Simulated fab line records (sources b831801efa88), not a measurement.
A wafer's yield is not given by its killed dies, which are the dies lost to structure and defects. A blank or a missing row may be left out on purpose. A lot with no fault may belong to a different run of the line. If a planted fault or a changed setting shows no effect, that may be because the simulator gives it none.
Which of the tools did it? -- flow gf180mcu -- 36 wafers from 12 lots sampled at 5 of the route's 602 steps

== WHAT EACH GAUGE READ, for each wafer ==
GF_LVPWELL_TW_MEAS_11.
lot,measured,on,LVPWELL_TW
L683,day 4 02:53,filmMetro-01,566 566 565
L684,day 4 13:30,filmMetro-01,563 565 565
L685,day 4 14:08,filmMetro-01,568 567 567
L687,day 5 00:52,filmMetro-04,547 552 549
L688,day 5 06:24,filmMetro-01,563 562 563
L690,day 5 19:59,filmMetro-01,568 564 564
L692,day 6 05:45,filmMetro-01,567 563 565
L693,day 6 12:32,filmMetro-02,555 555 556
L694,day 6 17:41,filmMetro-02,555 552 552
L700,day 8 01:46,filmMetro-01,560 556 563
L701,day 8 07:50,filmMetro-01,564 564 564
L702,day 8 12:39,filmMetro-02,559 560 559

GF_POLY_GATE_THK_MEAS_01.
lot,measured,on,POLY_GATE_CVD_00_THK (nm)
L683,day 8 20:01,filmMetro-03,198.4 198.9 199.9
L684,day 9 05:01,filmMetro-01,199.7 200.9 199.8
L685,day 9 07:19,filmMetro-03,202.1 202.9 200.8
L687,day 9 22:58,filmMetro-03,202.1 201.8 201.8
L688,day 10 06:25,filmMetro-01,200.8 199.0 200.3
L690,day 10 21:28,filmMetro-03,202.3 200.4 199.8
L692,day 11 09:51,filmMetro-01,198.1 199.4 199.2
L693,day 11 20:54,filmMetro-03,200.4 199.6 202.4
L694,day 12 00:24,filmMetro-03,199.7 200.3 197.8
L700,day 13 14:53,filmMetro-03,186.7 186.2 185.6
L701,day 13 22:33,filmMetro-03,185.0 185.3 184.8
L702,day 14 03:42,filmMetro-03,199.5 199.6 198.5

GF_POLY_GATE_CD_MEAS_18.
lot,measured,on,cdNm (nm)
L683,day 9 15:26,cdSem-02,277.4 278.2 277.2
L684,day 10 00:56,cdSem-02,280.5 281.9 281.2
L685,day 10 03:35,cdSem-02,285.5 281.8 281.7
L687,day 10 18:07,cdSem-02,279.1 278.9 278.6
L688,day 11 02:51,cdSem-01,282.2 282.1 279.0
L690,day 11 18:16,cdSem-02,279.7 277.0 280.4
L692,day 12 06:01,cdSem-01,279.0 285.0 283.9
L693,day 12 19:37,cdSem-01,277.4 282.6 279.6
L694,day 12 22:20,cdSem-01,277.8 278.4 280.3
L700,day 14 14:05,cdSem-01,279.6 282.5 279.7
L701,day 14 22:05,cdSem-02,276.8 280.3 280.3
L702,day 15 02:24,cdSem-02,280.5 275.7 282.4

== WHAT TOOL EACH LOT RAN ON (gives the tool, then ch and the chambers of the sampled wafers, and finally the start) ==
lot,GF_POLY_GATE_CVD_00,GF_POLY_GATE_ETCH_13
L683,"lpcvd-01 ch 1, day 8 18:40","rieSi-01 ch 0,2, day 9 12:55"
L684,"lpcvd-01 ch 1, day 9 03:41","rieSi-02 ch 0,1,3, day 9 22:04"
L685,"lpcvd-02 ch 0, day 9 05:59","rieSi-02 ch 0,1,3, day 10 00:58"
L687,"lpcvd-02 ch 1, day 9 21:37","rieSi-01 ch 0,3, day 10 16:25"
L688,"lpcvd-01 ch 0, day 10 05:05","rieSi-01 ch 0,1,3, day 11 00:19"
L690,"lpcvd-02 ch 0, day 10 19:28","rieSi-02 ch 2,3, day 11 16:07"
L692,"lpcvd-01 ch 1, day 11 08:31","rieSi-02 ch 1,2,3, day 12 04:28"
L693,"lpcvd-01 ch 1, day 11 19:34","rieSi-02 ch 0,2, day 12 17:04"
L694,"lpcvd-01 ch 0, day 11 23:04","rieSi-02 ch 0,1,3, day 12 19:43"
L700,"lpcvd-01 ch 0, day 13 13:32","rieSi-01 ch 2,3, day 14 10:58"
L701,"lpcvd-01 ch 0, day 13 21:13","rieSi-02 ch 0,1,2, day 14 19:28"
L702,"lpcvd-02 ch 0, day 14 02:21","rieSi-02 ch 0,2,3, day 15 00:52"
- GF_POLY_GATE_CVD_00: deposits poly-Si, target thk 200 nm, time 1200 s.
- GF_POLY_GATE_ETCH_13: etches poly-Si in HBr/Cl2, stops on SiO2, target depth 198.5 nm, time 69.6 s.

== AS READ BY THE TOOLS THEMSELVES (means over the sampled wafers that have a number; for cases with no such wafer, the mark the record gives instead) ==
GF_POLY_GATE_CVD_00.
lot,tool,spikeTcBottomC (C),zonePowerBottomPct (%),zonePowerUpperPct (%)
L683,lpcvd-01,645.7,13.2,10.6
L684,lpcvd-01,645.8,13.3,10.6
L685,lpcvd-02,646.4,12.1,9.8
L687,lpcvd-02,641.9,14.4,8.9
L688,lpcvd-01,641.8,13.4,8.6
L690,lpcvd-02,647.9,12.2,9.7
L692,lpcvd-01,644.7,13.4,10.7
L693,lpcvd-01,644.2,13.3,10.7
L694,lpcvd-01,641.9,13.4,8.6
L700,lpcvd-01,641.9,13.6,8.6
L701,lpcvd-01,642.5,13.5,8.6
L702,lpcvd-02,648.7,12.1,9.7

GF_POLY_GATE_ETCH_13.
lot,tool,drypumpMotorCurrentA (A),oesProductAu (a.u.),throttleValvePct (%)
L683,rieSi-01,5.6,0.989,33.685
L684,rieSi-02,5.2,0.986,33.676
L685,rieSi-02,5.2,0.994,33.682
L687,rieSi-01,5.6,0.996,33.677
L688,rieSi-01,5.3,0.997,33.677
L690,rieSi-02,5.9,0.995,33.679
L692,rieSi-02,5.8,0.993,33.685
L693,rieSi-02,5.8,0.994,33.677
L694,rieSi-02,5.2,0.988,33.681
L700,rieSi-01,5.6,0.950,33.682
L701,rieSi-02,5.7,0.945,33.685
L702,rieSi-02,5.3,0.988,33.685

== THE ANSWER, worked out from the rows above alone ==
Rule: what is usual is taken from the lots themselves. Put in order of their means at a reading, lots are off if they are a third of the lots or fewer, leave a main group of 4 or more, and stand apart from it by a gap of 3 or more times the standard deviation of the main group's means; of several such gaps the widest counts. Not used: any main group whose means are identical at the precision the tables above print for the reading. Also off: a lot with no number at a reading for which 4 or more lots have one. Where the step has rows for the other lots, those lots are counted as sound. After the gauges, taken in route order, come the tools' own readings; for these a lot's mean is taken, as printed above. The first step at which some lot is off is used, and at that step the reading that is off furthest; a lot without a number counts as furthest.
Off: at GF_POLY_GATE_THK_MEAS_01 (POLY_GATE_CVD_00_THK), L700, L701. The main group has a mean of 200.2 nm with a standard deviation of 1.1.
A tool fits if, at a process step before that reading, it ran every lot that is off, and no sound lot after the first of them. Not tried: the gauges at GF_POLY_GATE_THK_MEAS_01; whatever is off there is also off at GF_POLY_GATE_ETCH_13, on other tools, and gauge error can't account for it. One fits: lpcvd-01 at GF_POLY_GATE_CVD_00. Its last sound lot is L694 (day 11 23:04), its first lot that is off L700 (day 13 13:32): a fault that began between those two fits.

== WHAT WAS PUT IN BY THE SIMULATOR ==
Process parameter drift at GF_POLY_GATE_CVD_00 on lpcvd-01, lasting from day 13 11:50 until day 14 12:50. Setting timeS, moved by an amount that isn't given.
Struck lots among those shown: L700, L701. The rule given above showed the same thing.
